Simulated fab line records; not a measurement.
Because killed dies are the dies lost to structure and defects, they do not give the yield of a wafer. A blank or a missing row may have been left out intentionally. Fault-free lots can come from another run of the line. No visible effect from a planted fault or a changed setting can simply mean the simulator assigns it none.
Matching of chambers ; flow sky130 ; SKY_POLY_GATE_ETCH_15 on rie-diel-04: 4 sister chambers
The step etches BARC in N2/H2, stops on SiO2, time 118.5 s, target depth 110 nm. 4 wafers are shown with their chamber, then 8 later ones without.

== WAFERS WITH THEIR CHAMBER ==
wafer;chamber;drypump-motor-current-A (A)
L446.4;3;6.1
L447.2;2;5.0
L447.5;1;5.1
L452.1;0;6.4

== WAFERS WITH NO CHAMBER GIVEN ==
wafer;drypump-motor-current-A (A)
L452.2;6.1
L452.6;5.2
L455.1;5.1
L455.3;6.1
L455.6;5.0
L456.2;5.0
L456.4;5.2
L456.6;6.1

== WHICH CHAMBER EACH ONE RAN IN ==
wafer;from the rows above;in truth
L452.2;3;3
L452.6;can't be placed: 1 or 2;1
L455.1;can't be placed: 1 or 2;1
L455.3;3;3
L455.6;can't be placed: 2 or 1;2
L456.2;can't be placed: 2 or 1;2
L456.4;can't be placed: 1 or 2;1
L456.6;3;3
Placed correctly: 3 of 8. Can't be placed from these rows: 5 (the true chamber is among the candidates in 5). 0 placed wrongly.
How it was worked out, from the rows above alone: a wafer's distance from a chamber is the root of the sum, over the readings, of the square of ((its reading less the chamber's mean) divided by the reading's scatter). The wafer belongs to the nearest chamber; if the next one is less than 2 further off, it can't be placed. A chamber's mean is the mean of its shown wafers. The scatter: root of mean squared gap, hidden wafer to nearest shown wafer, with one shown wafer a chamber.
